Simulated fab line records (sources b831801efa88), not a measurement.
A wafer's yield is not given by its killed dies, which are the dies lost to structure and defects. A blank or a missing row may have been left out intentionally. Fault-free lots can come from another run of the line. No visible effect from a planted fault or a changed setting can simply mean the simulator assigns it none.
Code-filled problem report in 8D (eight disciplines) form :: flow sky130 :: the parts of the form that need people (team, actions taken, sign-off) are left out

## 1. WHAT IS WRONG
Wafers without a fault read 15, standard deviation 3.8; killed-at-front-end at SKY_PAD_OPEN_PROBE_99 reads a mean of 44 on 2 wafers belonging to 2 lots. Measured from the usual mean, that is +7.5 standard deviations.
Earliest sighting: wafer L713.1 on prober-02 at day 49 07:40. Wafers with a number at this step in the record: 6, from 2 lots. By rule, "out" or "out of limits" means more than 4 standard deviations away from the usual mean. All remaining wafers that have a number are taken as sound.

## 2. WHAT IT IS, WHAT IT ISN'T
question: which readings at this step
is: killed-at-front-end
is not: killed_at_M0_to_M3, killed_at_M4_up, killed-at-contacts, killed-at-other, killed-open, killed-short

question: which lots
is: L712, L713
is not: -

question: which wafers of those lots
is: L712.5, L713.1
is not: L712.2, L712.6, L713.3, L713.4

question: read on which tools
is: prober-01, prober-02
is not: -

question: when
is: from day 49 07:40
is not: up to then (0 sound wafers); but 4 sound wafers of L712, L713 came after

## 3. WHAT RULES OUT EACH SUSPECT
Counting: if a tool at a process step up to the reading ran every lot that is out, it stays a suspect. Sound lots after the first of them don't rule it out here, since some wafers of a struck lot are sound.
- rie-diel-02 at SKY_SONOS_ONO_ETCH_15 (etches the open film in CHF3/O2, target depth 19.52 nm, time 7.8 s): kept. It ran every lot that is out, first L713 (day 17 06:16).
- cmp-02 at SKY_VIA4_CMP_02 (polishes SiO2): kept. It ran every lot that is out, first L713 (day 45 18:34).
- rie-metal-01 at SKY_METAL5_DESCUM_14 (chemistry O2, time 11 s): kept. It ran every lot that is out, first L713 (day 47 13:44).
- rie-diel-04 at SKY_PASSIVATION_ETCH_11 (etches the open film in CF4/O2, stops on AlCu, target depth 725 nm, time 161.1 s): kept. It ran every lot that is out, first L713 (day 48 10:07).
- rie-diel-02, SKY_SONOS_ONO_ETCH_15: wafers that are out in chamber 1, sound lot-mates in chambers 0, 3.
- cmp-02, SKY_VIA4_CMP_02: wafers that are out in chamber 3, sound lot-mates in chambers 0, 1, 2.
Left after counting: rie-diel-02 at SKY_SONOS_ONO_ETCH_15, cmp-02 at SKY_VIA4_CMP_02, rie-metal-01 at SKY_METAL5_DESCUM_14, rie-diel-04 at SKY_PASSIVATION_ETCH_11.

## 4. THE CAUSE (what the simulator had put in)
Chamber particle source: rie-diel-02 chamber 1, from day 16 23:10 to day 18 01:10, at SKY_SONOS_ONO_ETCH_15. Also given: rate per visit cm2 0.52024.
This tool is one of the 4 suspects left after counting.

## 5. THE EFFECT CHAIN, in route order
Each row: a reading where the mean over the struck wafers with a number is more than 3 standard deviations away from the usual. Readings are gone through only where the record gives a usual standard deviation; hours: the median, over the lots, of the time from a lot's start at the first step in this table giving one to that lot's start at this step; sigmas: the change measured in usual standard deviations.
hours: 0
step: SKY_PAD_OPEN_PROBE_99
reading: killed-at-front-end
usual: 15
on struck wafers: 44
change: +28
sigmas: +7.5
Its process steps:
- SKY_PAD_OPEN_PROBE_99

## 6. HOW IT WOULD HAVE BEEN CAUGHT EARLIER
777 hours passed between the start of the fault at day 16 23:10 and the first reading out of limits in this record, taken at day 49 07:40.
No tool reading at SKY_SONOS_ONO_ETCH_15 that has a usual standard deviation in the record was out on any struck wafer, so an alarm limit of 4 standard deviations on those readings would not have fired.
By day 49 07:40 the whole set of lots that are out, 2 in number, had already begun SKY_SONOS_ONO_ETCH_15 on rie-diel-02. Had the tool been put on hold then, not one of them would have been saved.
